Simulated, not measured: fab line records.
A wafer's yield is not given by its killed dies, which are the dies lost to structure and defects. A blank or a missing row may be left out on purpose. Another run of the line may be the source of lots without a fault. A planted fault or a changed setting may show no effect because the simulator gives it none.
Which of the tools did it? + flow gf180mcu + 13 lots with 39 wafers sampled at 2 steps, on a route of 602 steps

WHAT THE GAUGES SHOWED, per wafer
GF_HV_LDD_OVL_MEAS_20. Usual: HV_LDD_01_OVL typically reads 0.5 nm, with standard deviation 1.4.
| lot  | measured     | on         | HV_LDD_01_OVL (nm)            | flag |
|------|--------------|------------|-------------------------------|------|
| L888 | day 10 20:07 | overlay-02 | 2.3 0.0 -0.4                  |      |
| L889 | day 11 04:01 | overlay-01 | 0.9 -0.1 2.2                  |      |
| L891 | day 11 21:14 | overlay-02 | -2.4 -2.8 -2.6                |      |
| L893 | day 12 10:13 | overlay-01 | 1.4 0.9 1.2                   |      |
| L894 | day 12 17:49 | overlay-01 | 2.1 0.4 1.1                   |      |
| L896 | day 13 07:13 | overlay-02 | 1.2 0.8 -1.5                  |      |
| L897 | day 13 13:23 | overlay-02 | -0.2 -0.9 0.2                 |      |
| L898 | day 13 22:55 | overlay-01 | 2.8 1.5 1.9                   |      |
| L900 | day 14 14:20 | overlay-01 | -0.7 -0.6 0.7                 |      |
| L905 | day 16 02:31 | overlay-02 | 40.9 39.5 41.7 40.0 39.2 40.1 | OFF  |
| L906 | day 16 12:25 | overlay-01 | 42.4 42.7 43.2 41.7 41.8 42.5 | OFF  |
| L909 | day 17 14:56 | overlay-02 | 2.7 -0.6 2.1                  |      |
| L911 | day 18 03:33 | overlay-02 | 1.2 1.4 -0.3                  |      |

TOOL THAT RAN EACH LOT (tool first, then ch and the chambers of the sampled wafers, then the start)
| lot  | GF_HV_LDD_EXPOSE_16                 |
|------|-------------------------------------|
| L888 | iline stepper-01 ch 0, day 10 10:59 |
| L889 | iline stepper-01 ch 0, day 10 18:49 |
| L891 | iline stepper-01 ch 0, day 11 12:04 |
| L893 | iline stepper-02 ch 0, day 12 00:16 |
| L894 | iline stepper-02 ch 0, day 12 08:24 |
| L896 | iline stepper-02 ch 0, day 12 21:04 |
| L897 | iline stepper-02 ch 0, day 13 03:01 |
| L898 | iline stepper-01 ch 0, day 13 13:05 |
| L900 | iline stepper-02 ch 0, day 14 04:11 |
| L905 | iline stepper-01 ch 0, day 15 16:44 |
| L906 | iline stepper-01 ch 0, day 16 01:28 |
| L909 | iline stepper-02 ch 0, day 17 03:01 |
| L911 | iline stepper-02 ch 0, day 17 15:53 |
- GF_HV_LDD_EXPOSE_16: exposes mask Pplus LV AREA, target cd 400 nm.

WHAT THE TOOLS THEMSELVES READ (means of the sampled wafers that have a number; where no wafer has one, the mark that the record gives instead)
GF_HV_LDD_EXPOSE_16. Usual: reticle temp C reads 23.02 C (standard deviation 0.099).
| lot  | tool             | reticle temp C (C) | flag |
|------|------------------|--------------------|------|
| L888 | iline stepper-01 | 23.01              |      |
| L889 | iline stepper-01 | 22.96              |      |
| L891 | iline stepper-01 | 23.17              |      |
| L893 | iline stepper-02 | 23.11              |      |
| L894 | iline stepper-02 | 22.98              |      |
| L896 | iline stepper-02 | 23.08              |      |
| L897 | iline stepper-02 | 22.95              |      |
| L898 | iline stepper-01 | 22.99              |      |
| L900 | iline stepper-02 | 22.97              |      |
| L905 | iline stepper-01 | 22.98              |      |
| L906 | iline stepper-01 | 22.95              |      |
| L909 | iline stepper-02 | 22.95              |      |
| L911 | iline stepper-02 | 23.04              |      |

THE ANSWER, worked out from the rows above alone
Rule: a lot is off if the mean of its wafers that have a number lies more than 3 standard deviations from the usual mean. Also off: a lot with no number at a reading for which 4 or more lots have one. Any other lot the step has rows for is counted as sound. First the gauges in route order, then the tools' own readings, where a lot's mean is used as printed above. The first step at which some lot is off is used, and at that step the reading that is off furthest; a lot without a number counts as furthest.
Off: L905, L906, seen at GF_HV_LDD_OVL_MEAS_20 (HV_LDD_01_OVL).
If a tool, at a process step before that reading, ran all the lots that are off and no sound lot after the first of them, it fits. Gauges at GF_HV_LDD_OVL_MEAS_20: tried the same way as those tools. One candidate fits, namely iline stepper-01 at GF_HV_LDD_EXPOSE_16. Its last sound lot is L898 (day 13 13:05), its first lot that is off L905 (day 15 16:44): a fault that began between those two fits.

WHAT THE SIMULATOR HAD INSERTED
Scanner matching overlay: iline stepper-01, from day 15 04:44 on, at GF_HV_LDD_EXPOSE_16. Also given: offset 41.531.
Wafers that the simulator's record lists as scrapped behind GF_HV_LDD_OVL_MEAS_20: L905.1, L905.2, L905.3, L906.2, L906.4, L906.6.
Shown lots that were struck: L905, L906. The rule above found the same.
